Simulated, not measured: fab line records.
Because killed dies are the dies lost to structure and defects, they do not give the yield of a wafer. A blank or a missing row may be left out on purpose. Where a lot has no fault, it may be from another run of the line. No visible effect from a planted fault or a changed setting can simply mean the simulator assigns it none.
Matching of chambers ; flow sky130 ; rieDiel-02 running SKY_CONTACT_ETCH_16: 4 sister chambers
The step etches BARC in N2/H2, stops on SiO2, time 45.9 s, target depth 60 nm. 16 wafers are shown with their chamber, then 8 later ones without.

## WAFERS PAIRED WITH THEIR CHAMBERS
wafer;chamber;drypumpMotorCurrentA (A);oesProductAu (a.u.);throttleValvePct (%)
L074.2;2;5.4;0.855;13.231
L074.3;3;4.8;0.861;13.206
L074.6;0;5.1;0.856;13.231
L076.1;3;4.8;0.847;13.215
L076.2;1;6.4;0.850;13.227
L076.6;2;5.4;0.861;13.233
L078.2;0;5.1;0.855;13.222
L078.5;2;5.4;0.858;13.221
L078.6;3;4.9;0.858;13.228
L083.1;3;4.8;0.846;13.213
L083.2;0;5.1;0.859;13.226
L083.6;2;5.4;0.858;13.249
L085.2;3;4.8;0.855;13.219
L085.4;0;5.1;0.860;13.233
L085.5;3;4.8;0.854;13.208
L089.1;2;5.4;0.857;13.222

SIGNATURES (averages over the wafers above)
reading;chamber 0;chamber 1;chamber 2;chamber 3;scatter within a chamber
drypumpMotorCurrentA;5.100;6.400;5.400;4.817;0.0264
oesProductAu;0.85750;0.85000;0.85780;0.85350;0.00422
throttleValvePct;13.22800;13.22700;13.23120;13.21483;0.00867
Rule: a wafer lies at a distance from a chamber equal to the root of the sum of squares, over the readings, of (its reading less the chamber's mean, divided by the reading's scatter). If the next closest chamber is less than 2 further off than the closest, the wafer can't be placed; otherwise it belongs to the closest. The scatter is the square root of a quotient: the sum, over the shown wafers, of each reading's squared deviation from its chamber's mean, divided by wafers minus chambers.

## WAFERS WITHOUT THEIR CHAMBER
wafer;drypumpMotorCurrentA (A);oesProductAu (a.u.);throttleValvePct (%)
L089.4;6.4;0.854;13.236
L089.6;4.9;0.861;13.223
L090.4;5.4;0.849;13.228
L090.5;5.4;0.851;13.209
L090.6;4.8;0.854;13.225
L095.1;4.9;0.855;13.241
L095.4;5.1;0.859;13.205
L095.5;5.1;0.846;13.233

## CHAMBER TAKEN BY EACH
wafer;from the rows above;in truth
L089.4;1;1
L089.6;3;3
L090.4;2;2
L090.5;2;2
L090.6;3;3
L095.1;3;3
L095.4;0;0
L095.5;0;0
Placed correctly: 8 of 8. Can't be placed from these rows: 0. 0 placed wrongly.
